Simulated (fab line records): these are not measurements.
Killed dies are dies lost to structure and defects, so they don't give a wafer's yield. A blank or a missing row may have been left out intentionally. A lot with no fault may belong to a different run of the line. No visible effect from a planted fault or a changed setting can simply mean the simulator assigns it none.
Split-lot study || flow sfqLine || 5 lots, 23 wafers read, on a route of 325 steps

## ON THE SPLIT
At SFQ_TRILAYER_M1_LITHO_COAT_044 (resist thk 62 nm), the setting spinRpm was moved away from the recipe's 3000 rpm on 6 of the 23 wafers read, by -3.9% to +3.4%. All remaining wafers had this setting at the recipe value.

The split's own step is where the reading is taken.

## THE READING
BARC_of_TRILAYER_M1_LITHO_COAT_044.thkNm (the simulator's own value, which no gauge read), in nm, at SFQ_TRILAYER_M1_LITHO_COAT_044 (resist thk 62 nm). No usual value for it is given in the file. The 17 wafers here that ran the recipe average 61.96 nm, standard deviation 0.19 nm.

{"wafer": "L074.2", "tool, chamber at the split": "lithoTrack-04, 0", "spinRpm as run, rpm": 2884, "against the recipe": "-3.9%", "BARC_of_TRILAYER_M1_LITHO_COAT_044.thkNm, nm": 63, "against lot-mates on the recipe": "+1.40"}
{"wafer": "L074.3", "tool, chamber at the split": "lithoTrack-04, 0", "spinRpm as run, rpm": 3000, "against the recipe": "recipe", "BARC_of_TRILAYER_M1_LITHO_COAT_044.thkNm, nm": 61.77, "against lot-mates on the recipe": "-"}
{"wafer": "L074.4", "tool, chamber at the split": "lithoTrack-04, 0", "spinRpm as run, rpm": 2884, "against the recipe": "-3.9%", "BARC_of_TRILAYER_M1_LITHO_COAT_044.thkNm, nm": 62.98, "against lot-mates on the recipe": "+1.38"}
{"wafer": "L074.5", "tool, chamber at the split": "lithoTrack-04, 0", "spinRpm as run, rpm": 3000, "against the recipe": "recipe", "BARC_of_TRILAYER_M1_LITHO_COAT_044.thkNm, nm": 61.43, "against lot-mates on the recipe": "-"}
{"wafer": "L074.6", "tool, chamber at the split": "lithoTrack-04, 0", "spinRpm as run, rpm": 2884, "against the recipe": "-3.9%", "BARC_of_TRILAYER_M1_LITHO_COAT_044.thkNm, nm": 62.97, "against lot-mates on the recipe": "+1.37"}
{"wafer": "L075.1", "tool, chamber at the split": "lithoTrack-02, 0", "spinRpm as run, rpm": 3000, "against the recipe": "recipe", "BARC_of_TRILAYER_M1_LITHO_COAT_044.thkNm, nm": 62.11, "against lot-mates on the recipe": "-"}
{"wafer": "L075.3", "tool, chamber at the split": "lithoTrack-02, 0", "spinRpm as run, rpm": 3101, "against the recipe": "+3.4%", "BARC_of_TRILAYER_M1_LITHO_COAT_044.thkNm, nm": 60.98, "against lot-mates on the recipe": -1.07}
{"wafer": "L075.4", "tool, chamber at the split": "lithoTrack-02, 0", "spinRpm as run, rpm": 3101, "against the recipe": "+3.4%", "BARC_of_TRILAYER_M1_LITHO_COAT_044.thkNm, nm": 61.05, "against lot-mates on the recipe": -1.00}
{"wafer": "L075.5", "tool, chamber at the split": "lithoTrack-02, 0", "spinRpm as run, rpm": 3000, "against the recipe": "recipe", "BARC_of_TRILAYER_M1_LITHO_COAT_044.thkNm, nm": 61.98, "against lot-mates on the recipe": "-"}
{"wafer": "L075.6", "tool, chamber at the split": "lithoTrack-02, 0", "spinRpm as run, rpm": 3101, "against the recipe": "+3.4%", "BARC_of_TRILAYER_M1_LITHO_COAT_044.thkNm, nm": 61.18, "against lot-mates on the recipe": -0.87}
{"wafer": "L078.1", "tool, chamber at the split": "lithoTrack-04, 0", "spinRpm as run, rpm": 3000, "against the recipe": "recipe", "BARC_of_TRILAYER_M1_LITHO_COAT_044.thkNm, nm": 61.82, "against lot-mates on the recipe": "-"}
{"wafer": "L078.2", "tool, chamber at the split": "lithoTrack-04, 0", "spinRpm as run, rpm": 3000, "against the recipe": "recipe", "BARC_of_TRILAYER_M1_LITHO_COAT_044.thkNm, nm": 61.94, "against lot-mates on the recipe": "-"}
{"wafer": "L078.6", "tool, chamber at the split": "lithoTrack-04, 0", "spinRpm as run, rpm": 3000, "against the recipe": "recipe", "BARC_of_TRILAYER_M1_LITHO_COAT_044.thkNm, nm": 61.76, "against lot-mates on the recipe": "-"}
{"wafer": "L080.1", "tool, chamber at the split": "lithoTrack-04, 0", "spinRpm as run, rpm": 3000, "against the recipe": "recipe", "BARC_of_TRILAYER_M1_LITHO_COAT_044.thkNm, nm": 61.94, "against lot-mates on the recipe": "-"}
{"wafer": "L080.2", "tool, chamber at the split": "lithoTrack-04, 0", "spinRpm as run, rpm": 3000, "against the recipe": "recipe", "BARC_of_TRILAYER_M1_LITHO_COAT_044.thkNm, nm": 61.86, "against lot-mates on the recipe": "-"}
{"wafer": "L080.4", "tool, chamber at the split": "lithoTrack-04, 0", "spinRpm as run, rpm": 3000, "against the recipe": "recipe", "BARC_of_TRILAYER_M1_LITHO_COAT_044.thkNm, nm": 62.09, "against lot-mates on the recipe": "-"}
{"wafer": "L080.5", "tool, chamber at the split": "lithoTrack-04, 0", "spinRpm as run, rpm": 3000, "against the recipe": "recipe", "BARC_of_TRILAYER_M1_LITHO_COAT_044.thkNm, nm": 62.09, "against lot-mates on the recipe": "-"}
{"wafer": "L080.6", "tool, chamber at the split": "lithoTrack-04, 0", "spinRpm as run, rpm": 3000, "against the recipe": "recipe", "BARC_of_TRILAYER_M1_LITHO_COAT_044.thkNm, nm": 62, "against lot-mates on the recipe": "-"}
{"wafer": "L084.1", "tool, chamber at the split": "lithoTrack-03, 0", "spinRpm as run, rpm": 3000, "against the recipe": "recipe", "BARC_of_TRILAYER_M1_LITHO_COAT_044.thkNm, nm": 62.23, "against lot-mates on the recipe": "-"}
{"wafer": "L084.3", "tool, chamber at the split": "lithoTrack-03, 0", "spinRpm as run, rpm": 3000, "against the recipe": "recipe", "BARC_of_TRILAYER_M1_LITHO_COAT_044.thkNm, nm": 62.04, "against lot-mates on the recipe": "-"}
{"wafer": "L084.4", "tool, chamber at the split": "lithoTrack-03, 0", "spinRpm as run, rpm": 3000, "against the recipe": "recipe", "BARC_of_TRILAYER_M1_LITHO_COAT_044.thkNm, nm": 62.21, "against lot-mates on the recipe": "-"}
{"wafer": "L084.5", "tool, chamber at the split": "lithoTrack-03, 0", "spinRpm as run, rpm": 3000, "against the recipe": "recipe", "BARC_of_TRILAYER_M1_LITHO_COAT_044.thkNm, nm": 62, "against lot-mates on the recipe": "-"}
{"wafer": "L084.6", "tool, chamber at the split": "lithoTrack-03, 0", "spinRpm as run, rpm": 3000, "against the recipe": "recipe", "BARC_of_TRILAYER_M1_LITHO_COAT_044.thkNm, nm": 62.05, "against lot-mates on the recipe": "-"}

FIT RESULTS
A straight line over all 23 wafers: BARC_of_TRILAYER_M1_LITHO_COAT_044.thkNm changes by -0.265 nm for each +1% of spinRpm; r = -0.95; the points scatter about the line by 0.17 nm.
The same after taking each lot's own level away (the mean of its wafers on the recipe; 23 wafers): -0.328 nm for each +1%; r = -0.99; scatter 0.11 nm.
The reading moves by 1.3 nm for the largest change in spinRpm, on that fit.
From 61.600 to 62.106 nm: that is the span of the lots' own levels, equal to 2.7 times the standard deviation above.
In other words, the slope is changed by the lot-to-lot level; the two fits disagree.
Check: for one of the wafers moved furthest among these (-3.9%), held out of the fit, the line's prediction against its lot-mates is +1.27 nm. It came out at +1.4 nm against them.

## ADDITIONAL SPLITS CARRIED BY THESE WAFERS
Before the reading, these wafers also passed through other splits. Each is held against what the fit with the lots' levels taken away leaves over:
{"other split on the same wafers": "SFQ_TRILAYER_L0_LITHO_COAT_010 spinRpm", "wafers away from the commonest value": 11, "r with BARC_of_TRILAYER_M1_LITHO_COAT_044.thkNm (lot level and that fit taken away)": -0.05}
{"other split on the same wafers": "SFQ_TRILAYER_L0_VIA_LITHO_COAT_018 resistThkNm", "wafers away from the commonest value": 8, "r with BARC_of_TRILAYER_M1_LITHO_COAT_044.thkNm (lot level and that fit taken away)": -0.04}
{"other split on the same wafers": "SFQ_TRILAYER_L0_VIA_LITHO_PEB_016 pebTempC", "wafers away from the commonest value": 6, "r with BARC_of_TRILAYER_M1_LITHO_COAT_044.thkNm (lot level and that fit taken away)": -0.04}
{"other split on the same wafers": "SFQ_TRILAYER_M0_LITHO_COAT_026 resistThkNm", "wafers away from the commonest value": 11, "r with BARC_of_TRILAYER_M1_LITHO_COAT_044.thkNm (lot level and that fit taken away)": -0.24}
{"other split on the same wafers": "SFQ_TRILAYER_M0_BARC_OPEN_METAL_ETCH_031 icpW", "wafers away from the commonest value": 9, "r with BARC_of_TRILAYER_M1_LITHO_COAT_044.thkNm (lot level and that fit taken away)": -0.22}
{"other split on the same wafers": "SFQ_TRILAYER_I0_VIA_LITHO_COAT_031 spinRpm", "wafers away from the commonest value": 9, "r with BARC_of_TRILAYER_M1_LITHO_COAT_044.thkNm (lot level and that fit taken away)": -0.01}
{"other split on the same wafers": "SFQ_TRILAYER_I0_VIA_LITHO_PEB_034 pebTempC", "wafers away from the commonest value": 4, "r with BARC_of_TRILAYER_M1_LITHO_COAT_044.thkNm (lot level and that fit taken away)": -0.24}
{"other split on the same wafers": "SFQ_TRILAYER_I0_VIA_ETCH_VIA_ETCH_034 sourceW", "wafers away from the commonest value": 5, "r with BARC_of_TRILAYER_M1_LITHO_COAT_044.thkNm (lot level and that fit taken away)": "+0.16"}

## THE FILE'S OWN FIT
BARC_of_TRILAYER_M1_LITHO_COAT_044.thkNm changes by -0.327 nm for each +1% of spinRpm, r = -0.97.
